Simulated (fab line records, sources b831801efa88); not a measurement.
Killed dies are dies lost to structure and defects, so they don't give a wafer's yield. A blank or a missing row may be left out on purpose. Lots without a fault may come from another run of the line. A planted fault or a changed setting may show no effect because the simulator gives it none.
Which tool did it? | flow gf180mcu | 6 lots, 18 wafers sampled, at 2 steps of a route of 602

WHAT THE GAUGES READ, wafer by wafer
GF_STI_THK_MEAS_30.
lot  | measured    | on            | STI_OXIDATION_02_THK (nm)
L227 | day 3 06:50 | film_metro-02 | 15.68 15.74 16.15
L230 | day 3 18:00 | film_metro-01 | 10.13 10.15 10.34
L237 | day 5 06:52 | film_metro-03 | 9.62 9.63 9.62
L239 | day 5 16:24 | film_metro-03 | 9.92 10.01 10.01
L243 | day 6 15:01 | film_metro-03 | 9.80 9.68 9.71
L245 | day 7 00:39 | film_metro-03 | 9.68 9.79 9.68

WHICH TOOL RAN EACH LOT (tool, then ch and the chambers of the sampled wafers, then the start)
lot  | GF_STI_OXIDATION_29
L227 | furnace-01 ch 0, day 3 02:50
L230 | furnace-02 ch 0, day 3 16:37
L237 | furnace-02 ch 0, day 5 05:28
L239 | furnace-02 ch 0, day 5 15:00
L243 | furnace-02 ch 0, day 6 13:37
L245 | furnace-02 ch 0, day 6 23:15
- GF_STI_OXIDATION_29: stabilise 600 s, purge 300 s, target thk 10 nm.

THE ANSWER, worked out from the rows above alone
Rule: what is usual is taken from the lots themselves. Put in order of their means at a reading, lots are off if they are a third of the lots or fewer, leave a main group of 4 or more, and stand apart from it by a gap of 3 or more times the standard deviation of the main group's means; of several such gaps the widest counts. A main group whose means are all the same, to the digits that the tables above print for the reading, isn't used. A lot without any number at a reading at which 4 lots or more have one is off too. The other lots that the step has rows for count as sound.
Off: L227, at GF_STI_THK_MEAS_30 (STI_OXIDATION_02_THK). The main group: mean 9.85 nm, standard deviation 0.21.
A tool fits if, at a process step before that reading, it ran every lot that is off, and no sound lot after the first of them. The gauges at GF_STI_THK_MEAS_30 are tried like those tools. Can't be told from this: 2 tools fit, furnace-01 at GF_STI_OXIDATION_29, film_metro-02 at GF_STI_THK_MEAS_30.

WHAT THE SIMULATOR HAD PUT IN
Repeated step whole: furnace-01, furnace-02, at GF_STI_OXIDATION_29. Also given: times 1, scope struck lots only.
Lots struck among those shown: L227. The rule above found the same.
